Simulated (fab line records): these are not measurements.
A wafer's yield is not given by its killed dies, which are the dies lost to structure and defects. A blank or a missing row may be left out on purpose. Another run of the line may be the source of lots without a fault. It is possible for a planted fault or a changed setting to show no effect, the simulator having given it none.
Which tool did it? :: flow sky130 :: Sampling: 14 lots, 42 wafers, 4 of 708 route steps

WHAT THE GAUGES SHOWED, per wafer
SKY_VT_ADJUST_HVTR_CD_MEAS_07 targets a cd of 380 nm. Usual: cdNm at 380.6 nm, with a standard deviation of 2.4.
lot: L265
measured: day 9 17:00
on: cdSem-02
cdNm (nm): 379.9 379.8 381.3
flag: 

lot: L266
measured: day 10 01:29
on: cdSem-01
cdNm (nm): 381.0 379.7 383.0
flag: 

lot: L267
measured: day 10 04:54
on: cdSem-01
cdNm (nm): 380.0 381.2 381.1
flag: 

lot: L268
measured: day 10 18:14
on: cdSem-01
cdNm (nm): 380.3 378.6 378.1
flag: 

lot: L274
measured: day 12 10:19
on: cdSem-02
cdNm (nm): 386.8 383.0 383.5
flag: 

lot: L278
measured: day 13 13:17
on: cdSem-02
cdNm (nm): 379.6 379.6 379.0
flag: 

lot: L279
measured: day 13 21:52
on: cdSem-02
cdNm (nm): 380.6 383.8 382.3
flag: 

lot: L280
measured: day 14 04:39
on: cdSem-02
cdNm (nm): 379.9 377.3 378.1
flag: 

lot: L282
measured: day 14 21:29
on: cdSem-02
cdNm (nm): 377.9 375.4 376.4
flag: 

lot: L283
measured: day 15 00:35
on: cdSem-02
cdNm (nm): 380.7 380.3 378.8
flag: 

lot: L284
measured: day 15 08:28
on: cdSem-02
cdNm (nm): 382.0 383.9 382.4
flag: 

lot: L285
measured: day 15 22:52
on: cdSem-02
cdNm (nm): 377.6 376.3 376.5
flag: 

lot: L287
measured: day 16 09:02
on: cdSem-01
cdNm (nm): 381.7 380.6 381.0
flag: 

lot: L286
measured: day 16 11:34
on: cdSem-02
cdNm (nm): 377.5 378.2 376.0
flag: 

SKY_VT_ADJUST_PCH_OVL_MEAS_07. Usual: for VT_ADJUST_PCH_OVL the level is -0.9 nm and the standard deviation is 1.2.
lot: L265
measured: day 10 15:50
on: overlay-01
VT_ADJUST_PCH_OVL (nm): -0.5 -1.2 -1.0
flag: 

lot: L266
measured: day 11 00:49
on: overlay-02
VT_ADJUST_PCH_OVL (nm): 0.8 0.4 0.8
flag: 

lot: L267
measured: day 11 03:31
on: overlay-01
VT_ADJUST_PCH_OVL (nm): -2.6 -3.2 -3.3
flag: 

lot: L268
measured: day 11 18:13
on: overlay-01
VT_ADJUST_PCH_OVL (nm): -1.6 -0.7 -0.3
flag: 

lot: L274
measured: day 13 10:04
on: overlay-01
VT_ADJUST_PCH_OVL (nm): -1.8 -1.2 -1.9
flag: 

lot: L278
measured: day 14 15:25
on: overlay-02
VT_ADJUST_PCH_OVL (nm): -1.0 -0.6 1.3
flag: 

lot: L279
measured: day 14 23:52
on: overlay-02
VT_ADJUST_PCH_OVL (nm): -1.2 0.8 0.3
flag: 

lot: L280
measured: day 15 07:16
on: overlay-01
VT_ADJUST_PCH_OVL (nm): -2.9 -3.2 -2.1
flag: 

lot: L282
measured: day 15 23:02
on: overlay-02
VT_ADJUST_PCH_OVL (nm): 0.2 -0.4 0.4
flag: 

lot: L283
measured: day 16 01:26
on: overlay-01
VT_ADJUST_PCH_OVL (nm): -1.6 -2.1 -0.4
flag: 

lot: L284
measured: day 16 12:22
on: overlay-01
VT_ADJUST_PCH_OVL (nm): -0.5 0.6 -1.0
flag: 

lot: L285
measured: day 17 04:31
on: overlay-01
VT_ADJUST_PCH_OVL (nm): 0.8 -0.1 -0.3
flag: 

lot: L287
measured: day 17 13:55
on: overlay-01
VT_ADJUST_PCH_OVL (nm): -1.8 -1.8 -1.8
flag: 

lot: L286
measured: day 17 15:44
on: overlay-01
VT_ADJUST_PCH_OVL (nm): -0.9 -1.4 0.9
flag: 

SKY_SONOS_ONO_THK_MEAS_01. Usual: for SONOS_ONO_OXIDATION_THK the level is 2.60 nm and the standard deviation is 0.047.
lot: L265
measured: day 11 22:43
on: filmMetro-01
SONOS_ONO_OXIDATION_THK (nm): 2.65 2.64 2.59
flag: 

lot: L266
measured: day 12 07:56
on: filmMetro-04
SONOS_ONO_OXIDATION_THK (nm): 2.61 2.61 2.68
flag: 

lot: L267
measured: day 12 07:57
on: filmMetro-03
SONOS_ONO_OXIDATION_THK (nm): 2.63 2.56 2.56
flag: 

lot: L268
measured: day 13 00:39
on: filmMetro-04
SONOS_ONO_OXIDATION_THK (nm): 2.58 2.57 2.60
flag: 

lot: L274
measured: day 14 13:36
on: filmMetro-03
SONOS_ONO_OXIDATION_THK (nm): 2.61 2.69 2.55
flag: 

lot: L278
measured: day 15 19:48
on: filmMetro-04
SONOS_ONO_OXIDATION_THK (nm): 2.59 2.67 2.66
flag: 

lot: L279
measured: day 16 05:56
on: filmMetro-04
SONOS_ONO_OXIDATION_THK (nm): 2.55 2.56 2.58
flag: 

lot: L280
measured: day 16 13:10
on: filmMetro-04
SONOS_ONO_OXIDATION_THK (nm): 2.59 2.60 2.62
flag: 

lot: L282
measured: day 17 09:28
on: filmMetro-01
SONOS_ONO_OXIDATION_THK (nm): 2.61 2.59 2.62
flag: 

lot: L283
measured: day 17 09:28
on: filmMetro-03
SONOS_ONO_OXIDATION_THK (nm): 2.64 2.70 2.67
flag: 

lot: L284
measured: day 17 23:28
on: filmMetro-01
SONOS_ONO_OXIDATION_THK (nm): 2.58 2.57 2.54
flag: 

lot: L285
measured: day 18 18:44
on: filmMetro-03
SONOS_ONO_OXIDATION_THK (nm): 2.61 2.61 2.63
flag: 

lot: L287
measured: day 19 04:26
on: filmMetro-04
SONOS_ONO_OXIDATION_THK (nm): 2.60 2.62 2.61
flag: 

lot: L286
measured: day 19 04:27
on: filmMetro-01
SONOS_ONO_OXIDATION_THK (nm): 2.65 2.65 2.67
flag: 

EACH LOT AND THE TOOL THAT RAN IT (in order: tool; ch and the chambers of the sampled wafers; start)
lot: L265
SKY_VT_ADJUST_LVTN_SOFTBAKE_14: lithoTrack-03 ch 0, day 7 12:05

lot: L266
SKY_VT_ADJUST_LVTN_SOFTBAKE_14: lithoTrack-04 ch 0, day 7 20:37

lot: L267
SKY_VT_ADJUST_LVTN_SOFTBAKE_14: lithoTrack-04 ch 0, day 7 23:47

lot: L268
SKY_VT_ADJUST_LVTN_SOFTBAKE_14: lithoTrack-04 ch 0, day 8 12:22

lot: L274
SKY_VT_ADJUST_LVTN_SOFTBAKE_14: lithoTrack-04 ch 0, day 10 00:19

lot: L278
SKY_VT_ADJUST_LVTN_SOFTBAKE_14: lithoTrack-02 ch 0, day 11 02:11

lot: L279
SKY_VT_ADJUST_LVTN_SOFTBAKE_14: lithoTrack-02 ch 0, day 11 10:16

lot: L280
SKY_VT_ADJUST_LVTN_SOFTBAKE_14: lithoTrack-02 ch 0, day 11 16:05

lot: L282
SKY_VT_ADJUST_LVTN_SOFTBAKE_14: lithoTrack-03 ch 0, day 12 07:07

lot: L283
SKY_VT_ADJUST_LVTN_SOFTBAKE_14: lithoTrack-04 ch 0, day 12 10:37

lot: L284
SKY_VT_ADJUST_LVTN_SOFTBAKE_14: lithoTrack-02 ch 0, day 12 17:34

lot: L285
SKY_VT_ADJUST_LVTN_SOFTBAKE_14: lithoTrack-02 ch 0, day 13 05:37

lot: L287
SKY_VT_ADJUST_LVTN_SOFTBAKE_14: lithoTrack-02 ch 0, day 13 15:08

lot: L286
SKY_VT_ADJUST_LVTN_SOFTBAKE_14: lithoTrack-03 ch 0, day 13 16:49
- SKY_VT_ADJUST_LVTN_SOFTBAKE_14: time 60 s.

WHAT THE TOOLS THEMSELVES READ (means of the sampled wafers that have a number; where no wafer has one, the mark that the record gives instead)
SKY_VT_ADJUST_LVTN_SOFTBAKE_14. Usual: runLengthS at 89.20 s, with a standard deviation of 0.29.
lot: L265
tool: lithoTrack-03
runLengthS (s): 89.06
flag: 

lot: L266
tool: lithoTrack-04
runLengthS (s): 88.91
flag: 

lot: L267
tool: lithoTrack-04
runLengthS (s): 88.82
flag: 

lot: L268
tool: lithoTrack-04
runLengthS (s): 112.40
flag: OFF

lot: L274
tool: lithoTrack-04
runLengthS (s): 112.31
flag: OFF

lot: L278
tool: lithoTrack-02
runLengthS (s): 89.55
flag: 

lot: L279
tool: lithoTrack-02
runLengthS (s): 89.70
flag: 

lot: L280
tool: lithoTrack-02
runLengthS (s): 89.57
flag: 

lot: L282
tool: lithoTrack-03
runLengthS (s): 89.05
flag: 

lot: L283
tool: lithoTrack-04
runLengthS (s): 88.89
flag: 

lot: L284
tool: lithoTrack-02
runLengthS (s): 89.39
flag: 

lot: L285
tool: lithoTrack-02
runLengthS (s): 89.41
flag: 

lot: L287
tool: lithoTrack-02
runLengthS (s): 89.49
flag: 

lot: L286
tool: lithoTrack-03
runLengthS (s): 89.09
flag: 

THE ANSWER, worked out from the rows above alone
Rule: a lot counts as off when the mean over its wafers that have a number is more than 3 standard deviations away from the usual mean. A lot without any number at a reading at which 4 lots or more have one is off too. All remaining lots with rows at the step are treated as sound. First the gauges in route order, then the tools' own readings, where a lot's mean is used as printed above. At the first step where some lot is off, the reading lying furthest off is the one used; lots without a number count as furthest.
Off: L268, L274, at SKY_VT_ADJUST_LVTN_SOFTBAKE_14 (runLengthS).
A tool fits if, at that step or a process step before it, it ran every lot that is off, and no sound lot after the first of them. Of those tried, none fits.

WHAT THE SIMULATOR PUT IN
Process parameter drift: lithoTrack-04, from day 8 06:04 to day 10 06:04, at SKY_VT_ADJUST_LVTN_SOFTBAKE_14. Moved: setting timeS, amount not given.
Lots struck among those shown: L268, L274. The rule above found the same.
